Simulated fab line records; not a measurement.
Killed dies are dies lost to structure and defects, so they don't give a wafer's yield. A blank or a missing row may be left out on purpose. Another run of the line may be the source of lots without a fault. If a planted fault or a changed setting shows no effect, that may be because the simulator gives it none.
Which tool did it? -- flow sky130 -- 45 wafers from 15 lots sampled at 3 of the route's 708 steps

== WHAT THE GAUGES READ, wafer by wafer ==
SKY_VIA3_OVL_MEAS_13.
lot,measured,on,VIA3_OVL (nm)
L319,day 40 18:50,overlay-02,9 -5 -1
L321,day 40 19:32,overlay-01,-9 -6 1
L320,day 40 23:47,overlay-01,-5 -8 -9
L322,day 41 06:29,overlay-01,1 1 15
L323,day 42 06:02,overlay-01,8 8 -8
L324,day 42 08:14,overlay-01,-4 1 3
L330,day 43 12:29,overlay-01,1 -3 -6
L331,day 43 21:02,overlay-01,-3 3 12
L332,day 44 06:41,overlay-02,-8 0 -12
L333,day 44 10:20,overlay-02,-7 0 0
L334,day 44 13:38,overlay-02,7 10 8
L335,day 45 09:17,overlay-01,1 -5 -1
L336,day 45 12:44,overlay-01,-2 -1 0
L337,day 46 02:05,overlay-01,-6 -8 6
L339,day 47 01:17,overlay-01,-3 -1 -2

SKY_VIA3_RS_MEAS_22: uses a four-point probe to measure.
lot,measured,on,VIA3_W_RS (ohm/sq)
L319,day 40 19:46,film_metro-02,0.288 0.289 0.295
L321,day 40 20:34,film_metro-01,0.294 0.297 0.295
L320,day 41 01:07,film_metro-02,0.285 0.297 0.299
L322,day 41 07:28,film_metro-04,0.295 0.294 0.290
L323,day 42 06:58,film_metro-02,0.292 0.292 0.298
L324,day 42 09:10,film_metro-02,0.293 0.299 0.301
L330,day 43 13:24,film_metro-01,0.293 0.294 0.294
L331,day 43 21:58,film_metro-04,0.293 0.294 0.291
L332,day 44 07:44,film_metro-01,0.288 0.289 0.287
L333,day 44 11:20,film_metro-04,0.297 0.290 0.299
L334,day 44 14:35,film_metro-02,0.288 0.292 0.290
L335,day 45 10:13,film_metro-04,0.292 0.285 0.285
L336,day 45 13:51,film_metro-04,0.289 0.298 0.290
L337,day 46 02:59,film_metro-01,0.289 0.289 0.293
L339,day 47 02:19,film_metro-01,0.287 0.287 0.288

SKY_VIA3_THK_MEAS_23: measures by xrf.
lot,measured,on,VIA3_W_THK (nm)
L319,day 40 19:53,film_metro-02,389 388 379
L321,day 40 20:40,film_metro-01,377 372 372
L320,day 41 01:14,film_metro-02,390 376 374
L322,day 41 07:34,film_metro-04,384 386 387
L323,day 42 07:05,film_metro-02,381 381 371
L324,day 42 09:16,film_metro-02,379 372 369
L330,day 43 13:31,film_metro-01,375 376 371
L331,day 43 22:05,film_metro-04,388 384 390
L332,day 44 07:52,film_metro-01,386 383 384
L333,day 44 11:26,film_metro-04,372 379 369
L334,day 44 14:41,film_metro-02,389 384 389
L335,day 45 10:20,film_metro-04,385 394 394
L336,day 45 13:58,film_metro-04,390 379 388
L337,day 46 03:07,film_metro-01,378 376 373
L339,day 47 02:26,film_metro-01,382 382 378

== WHAT TOOL EACH LOT RAN ON (gives the tool, then ch and the chambers of the sampled wafers, and finally the start) ==
There is no process step in the record ahead of these readings.

== WHAT THE TOOLS THEMSELVES READ (means of the sampled wafers that have a number; where no wafer has one, the mark that the record gives instead) ==
The record holds no such reading with a usual standard deviation.

== THE ANSWER, worked out from the rows above alone ==
Rule: usual is defined by the lots themselves. The widest of any qualifying gaps counts: lots, ordered by their means at a reading, are off when they make up no more than a third of the lots, leave a main group of 4 or more, and stand apart from it by 3 or more times the standard deviation of that group's means. A main group whose means are all the same, to the digits that the tables above print for the reading, isn't used. Also off: a lot with no number at a reading for which 4 or more lots have one. Where the step has rows for the other lots, those lots are counted as sound. Order of review: gauges by route order, followed by the tools' own readings, for which a lot's mean as printed above is used. At the first step where some lot is off, the reading lying furthest off is the one used; lots without a number count as furthest.
No lot is off on any of the readings shown, so nothing can be concluded from this.

== WHAT THE SIMULATOR HAD INSERTED ==
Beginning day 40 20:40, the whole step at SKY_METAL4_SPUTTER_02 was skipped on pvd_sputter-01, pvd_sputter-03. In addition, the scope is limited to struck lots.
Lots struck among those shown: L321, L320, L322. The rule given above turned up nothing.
